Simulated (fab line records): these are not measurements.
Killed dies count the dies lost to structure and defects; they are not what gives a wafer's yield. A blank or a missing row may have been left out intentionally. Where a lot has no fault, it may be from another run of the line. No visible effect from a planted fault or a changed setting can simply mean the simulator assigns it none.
fab line records    flow sky130
record: lots: 15  wafers: 45  last_day: 50
route steps=708 shown CONTACT@410 PAD_OPEN@708
lots with no fault: from the same line, run without faults
start_h: hours from the record's opening day to when the first of the lot's shown wafers began    wait_h: hours since the lot's step before    " identical to the entry in the row above    L1.1+2: a row that stands for several wafers    - no value, or no start was given    * or withheld: withheld    < > ~ a bound
route shown NAME@n: NAME is a module with steps in the file, n the number in the route of the first one    usual: mean/standard deviation of fault-free wafers    same: alike in all rows    chamber/n: place in a boat    sites: readings site by site    _std_site: the values' standard deviation    _edge_site: mean of outer sites minus mean of inner sites    radius_mm: how far each site lies from the wafer's centre    mask NAME#n: copy n    behind: the tool/chamber that last shaped the wafer    hold: why the lot went on hold/how many hours it stayed there/how the hold came to an end    device: transistor that didn't switch, given as n, p or np    end of line: tests of these same wafers at the route's end    for a step that has no rows: nothing shown but its recipe    killed: dies that structure and defects cost at the first sort, which is not the same as the wafer's yield    map: a wafer's dies, x killed, . not, _ none there
set.NAME: the setting that was run; set.NAME@STEP: the one run at that earlier step    model.NAME: the simulator's own value behind a step, which no gauge read
a sample of lots followed through the steps of the route, with each step as a table and each wafer as a row
services: the hour from which a tool's chamber was out of use, counted from the record's first day as start_h (under 0 if before that day), plus the number of hours and why
== steps ==
step: SKY_CONTACT_CMP_04
recipe: material: SiO2  down_force_psi: 4  platen_rpm: 60  pad_velocity_m_s: 0.94248
usual: motor_current_A: 12.8/1.2  time_to_endpoint_s: 82/4
lot.wafer  tool    chamber  start_h  wait_h  motor_current_A  time_to_endpoint_s
L440.3     cmp-01  3        706.93   0.2     11.5             82
L440.5     "       0        "        "       10.7             88
L440.6     "       1        "        "       13.0             87
L441.2     cmp-01  3        724.72   0.1     11.7             82
L441.4     "       0        "        "       11.0             85
L441.1     "       1        "        "       12.8             82
L443.3     cmp-02  3        739.46   0.0     13.4             83
L443.4     "       2        "        "       11.6             81
L443.5     "       0        "        "       15.0             80
L444.3     cmp-02  3        751.02   0.1     13.9             80
L444.2     "       0        "        "       15.1             83
L444.5     "       3        "        "       13.7             83
L447.3     cmp-01  0        762.38   0.0     11.5             77
L447.4     "       2        "        "       12.9             77
L447.6     "       0        "        "       11.1             78
L448.4     cmp-01  1        775.89   0.0     12.7             81
L448.6     "       1        "        "       13.0             79
L448.5     "       2        "        "       13.2             75
L449.2     cmp-02  2        785.97   0.0     12.8             71
L449.3     "       3        "        "       14.4             80
L449.6     "       3        "        "       14.1             79
L450.1     cmp-01  3        797.20   0.1     11.1             81
L450.3     "       0        "        "       10.5             81
L450.6     "       3        "        "       11.7             80
L451.4     cmp-02  3        827.06   0.0     14.4             83
L451.3     "       0        "        "       15.8             86
L451.5     "       0        "        "       14.8             87
L453.3     cmp-02  3        827.66   0.5     12.8             110
L453.1     "       0        "        "       14.3             108
L453.2     "       1        "        "       12.7             110
L454.4     cmp-02  0        828.31   0.4     15.4             107
L454.3     "       1        "        "       12.8             103
L454.1     "       2        "        "       11.9             105
L455.2     cmp-02  2        838.27   0.1     12.2             105
L455.6     "       1        "        "       13.2             107
L455.5     "       2        "        "       12.3             108
L461.1     cmp-01  1        867.22   0.1     12.2             89
L461.4     "       3        "        "       10.9             89
L461.6     "       1        "        "       12.0             87
L462.2     cmp-01  2        879.60   0.8     13.7             81
L462.4     "       3        "        "       10.8             86
L462.5     "       2        "        "       12.2             82
L463.4     cmp-01  3        886.01   0.2     11.1             83
L463.6     "       0        "        "       11.1             84
L463.5     "       1        "        "       12.9             79
step: SKY_CONTACT_ETCH_17
recipe: target: SiO2  chemistry: C4F8/O2/Ar  stop_on: Si3N4  mask_material: KrF-thick  source_w: 1500  bias_w: 1200  pressure_mtorr: 40  c4f8_flow_sccm: withheld  O2_flow_sccm: 6  Ar_flow_sccm: 300  time_s: withheld  target_depth_a: 3400
usual: oes_product_au: 0.892/0.0047
lot.wafer  tool         chamber  start_h  wait_h  oes_product_au
L440.3     rie_diel-03  2        735.13   0.0     0.894
L440.5     "            2        "        "       0.890
L440.6     "            3        "        "       0.898
L441.1     rie_diel-04  2        751.93   0.0     0.886
L441.2     "            3        "        "       0.892
L441.4     "            2        "        "       0.901
L443.3     rie_diel-03  1        766.34   0.0     0.900
L443.4     "            0        "        "       0.892
L443.5     "            1        "        "       0.891
L444.2     rie_diel-01  3        776.98   0.0     0.895
L444.3     "            2        "        "       0.900
L444.5     "            3        "        "       0.893
L447.3     rie_diel-01  0        789.78   0.0     0.893
L447.4     "            1        "        "       0.898
L447.6     "            0        "        "       0.895
L448.4     rie_diel-01  1        803.86   0.0     0.898
L448.5     "            0        "        "       0.887
L448.6     "            2        "        "       0.888
L449.2     rie_diel-01  1        812.74   0.0     0.888
L449.3     "            0        "        "       0.888
L449.6     "            2        "        "       0.897
L450.1     rie_diel-03  2        823.89   0.0     0.890
L450.3     "            0        "        "       0.891
L450.6     "            1        "        "       0.893
L451.3     rie_diel-03  3        853.79   0.0     0.894
L451.4     "            0        "        "       0.899
L451.5     "            1        "        "       0.888
L453.1     rie_diel-04  2        854.85   0.0     1.005
L453.2     "            0        "        "       0.998
L453.3     "            3        "        "       0.995
L454.1     rie_diel-03  1        855.20   0.0     1.002
L454.3     "            2        "        "       0.998
L454.4     "            0        "        "       1.002
L455.2     rie_diel-01  2        865.05   0.0     1.004
L455.5     "            1        "        "       0.989
L455.6     "            0        "        "       0.984
L461.1     rie_diel-04  3        894.30   0.0     0.890
L461.4     "            1        "        "       0.892
L461.6     "            1        "        "       0.890
L462.2     rie_diel-03  0        905.58   0.0     0.892
L462.4     "            2        "        "       0.882
L462.5     "            0        "        "       0.886
L463.4     rie_diel-04  3        911.75   0.0     0.885
L463.5     "            3        "        "       0.893
L463.6     "            2        "        "       0.897
step: SKY_PAD_OPEN_PROBE_99
usual: killed_at_M0_to_M3: 43/7.3  killed_at_M4_up: 3.6/1.9  killed_at_contacts: 23/5.3  killed_at_front_end: 15/4.5  killed_at_other: 0.3/0.72  killed_dies: 85/9.4  killed_on_rim: 17/4.2  killed_open: 46/6.7  killed_short: 38/6.8
same: gross_dies: 492  killed_at_back_side: 0
lot.wafer  tool       chamber  start_h  wait_h  killed_at_M0_to_M3  killed_at_M4_up  killed_at_contacts  killed_at_front_end  killed_at_other  killed_dies  killed_on_rim  killed_open  killed_short
L448.4     prober-01  -        1129.18  0.2     33                  3                15                  20                   0                71           7              40           31
L448.5     prober-01  -        1129.23  0.2     39                  4                34                  14                   0                91           18             55           36
L448.6     prober-01  -        1129.28  0.2     46                  3                23                  17                   0                89           22             52           34
L454.1     prober-01  -        1166.06  0.1     48                  2                28                  10                   0                88           21             44           41
L454.3     prober-01  -        1166.16  0.2     54                  4                86                  10                   0                154          17             46           44
L454.4     prober-01  -        1166.21  0.2     39                  2                157                 9                    0                207          58             37           34
L453.1     prober-02  -        1168.37  0.1     52                  5                129                 16                   0                202          31             47           39
L453.2     prober-02  -        1168.42  0.1     37                  1                202                 23                   2                265          74             43           44
L453.3     prober-02  -        1168.47  0.2     39                  3                158                 20                   0                220          14             47           28
L455.2     prober-02  -        1170.86  0.1     43                  6                76                  17                   0                142          30             48           45
L455.5     prober-02  -        1171.01  0.2     33                  3                170                 14                   1                221          51             45           32
L455.6     prober-02  -        1171.06  0.2     51                  4                302                 11                   0                368          81             42           46
killed by level:class
L448.4 VIA1:geometric_particle:open=8 CONTACT:geometric_particle:open=7 METAL2:geometric_particle:short=7 POLY_GATE:geometric_particle:short=6 FIELD_ISO:geometric_particle:open=4 POLY_GATE:geometric_particle:open=4 LI_CONTACT:geometric_particle:open=4 CONTACT:geometric_particle:short=4
L448.5 CONTACT:geometric_particle:open=15 VIA1:geometric_particle:open=14 LI_CONTACT:geometric_particle:open=7 VIA3:geometric_particle:open=7 FIELD_ISO:geometric_particle:short=5 VIA2:geometric_particle:open=5 LOCAL_INTERCONNECT:geometric_particle:short=5 CONTACT:geometric_particle:short=5
L448.6 CONTACT:geometric_particle:open=11 VIA2:geometric_particle:open=8 VIA3:geometric_particle:open=7 METAL1:geometric_particle:short=6 VIA1:geometric_particle:open=6 VIA1:geometric_particle:short=5 LI_CONTACT:geometric_particle:open=4 FIELD_ISO:geometric_particle:short=3
L454.1 CONTACT:geometric_particle:open=11 METAL1:geometric_particle:short=10 VIA1:geometric_particle:open=8 LOCAL_INTERCONNECT:geometric_particle:short=7 VIA3:geometric_particle:open=7 VIA1:geometric_particle:short=7 METAL2:geometric_particle:short=5 LI_CONTACT:geometric_particle:open=4
L454.3 CONTACT:area_cmp=64 VIA3:geometric_particle:open=13 METAL1:geometric_particle:short=12 VIA1:geometric_particle:open=10 CONTACT:geometric_particle:open=8 VIA1:geometric_particle:short=7 LI_CONTACT:geometric_particle:open=5 LOCAL_INTERCONNECT:geometric_particle:short=4
L454.4 CONTACT:area_cmp=136 METAL1:geometric_particle:short=9 VIA1:geometric_particle:open=8 LI_CONTACT:geometric_particle:open=7 VIA2:geometric_particle:open=7 VIA3:geometric_particle:open=5 FIELD_ISO:geometric_particle:short=4 LOCAL_INTERCONNECT:geometric_particle:short=4
L453.1 CONTACT:area_cmp=116 VIA2:geometric_particle:open=10 VIA1:geometric_particle:open=10 VIA1:geometric_particle:short=8 METAL2:geometric_particle:short=7 CONTACT:geometric_particle:open=6 FIELD_ISO:geometric_particle:short=5 FIELD_ISO:geometric_particle:open=4
L453.2 CONTACT:area_cmp=178 CONTACT:geometric_particle:open=10 VIA1:geometric_particle:open=9 FIELD_ISO:geometric_particle:short=7 FIELD_ISO:geometric_particle:open=6 POLY_GATE:geometric_particle:short=6 LI_CONTACT:geometric_particle:open=5 VIA2:geometric_particle:open=5
L453.3 CONTACT:area_cmp=145 POLY_GATE:geometric_particle:open=9 VIA3:geometric_particle:open=9 VIA1:geometric_particle:open=7 FIELD_ISO:geometric_particle:open=5 LI_CONTACT:geometric_particle:open=5 CONTACT:geometric_particle:open=5 VIA2:geometric_particle:open=5
L455.2 CONTACT:area_cmp=49 CONTACT:geometric_particle:short=10 CONTACT:geometric_particle:open=9 VIA1:geometric_particle:open=7 METAL1:geometric_particle:short=6 VIA2:geometric_particle:open=6 VIA3:geometric_particle:open=6 POLY_GATE:geometric_particle:open=5
L455.5 CONTACT:area_cmp=144 LOCAL_INTERCONNECT:geometric_particle:short=8 CONTACT:geometric_particle:open=8 VIA2:geometric_particle:open=8 VIA3:geometric_particle:open=8 LI_CONTACT:geometric_particle:open=7 VIA1:geometric_particle:open=5 POLY_GATE:geometric_particle:short=4
L455.6 CONTACT:area_cmp=280 CONTACT:geometric_particle:open=8 VIA2:geometric_particle:open=7 METAL1:geometric_particle:short=7 VIA1:geometric_particle:open=7 VIA1:geometric_particle:short=7 METAL2:geometric_particle:short=6 FIELD_ISO:geometric_particle:short=5
== services ==
tool         chamber  start_h  hours  kind
cmp-01       -        696.67   0.3    repair
rie_diel-01  3        709.03   5.8    repair
rie_diel-01  -        729.06   0.5    repair
cmp-01       -        736.25   9.0    repair
cmp-02       -        737.28   1.4    repair
rie_diel-03  3        738.73   1.4    repair
rie_diel-03  0        741.85   9.8    repair
rie_diel-04  1        743.58   35.4   repair
rie_diel-04  -        743.75   0.3    repair
cmp-01       -        745.20   4.0    pm
rie_diel-04  -        768.31   0.5    repair
cmp-02       -        784.96   0.7    repair
rie_diel-01  1        807.91   1.2    repair
cmp-01       -        823.52   1.5    repair
cmp-01       -        827.18   5.9    pm
cmp-02       -        830.92   0.2    repair
cmp-02       -        840.00   6.9    pm
cmp-02       -        858.30   3.0    pm
cmp-01       -        861.34   4.4    pm
rie_diel-03  0        863.99   7.5    repair
rie_diel-03  2        878.40   2.6    repair
cmp-02       -        878.64   1.5    repair
cmp-01       -        900.26   4.1    repair
rie_diel-03  0        909.05   11.0   repair
== key ==
first_sign: step: SKY_CONTACT_CMP_04  reading: time_to_endpoint_s  direction: up  sigmas: 6.2  usual: *  struck: *
effect: step: SKY_CONTACT_ETCH_17  reading: oes_product_au  direction: up  sigmas: 23  usual: 0.892  struck: 0.998
effect: step: SKY_PAD_OPEN_PROBE_99  reading: killed_at_contacts  direction: up  sigmas: 23  usual: 23  struck: 145  wafers_moved: 8
more_kills_born_at: SKY_CONTACT_CMP_04@cmp-02: 1114
met_at SKY_CONTACT_CMP_04
struck_lots L453,L454,L455
later_rows_left_out L455.6
tester_left_out L453,L454,L455
fault: kind: process_parameter_drift  tool: cmp-02  chamber: -  onset_h: 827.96  steps: SKY_CONTACT_CMP_04  channel: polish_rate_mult  offset: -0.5  shape: step  end_h: 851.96
tester_left_out: of these lots the tester's yield and bins aren't shown, on N5 and GAA mostly nor the transistor test; their killed dies are dies lost to structure and defects alone, not to doping, threshold or leakage, so they don't give the yield
later_rows_left_out: the simulator's readings of these wafers behind a module that went badly wrong aren't trusted and aren't shown, but for the sort
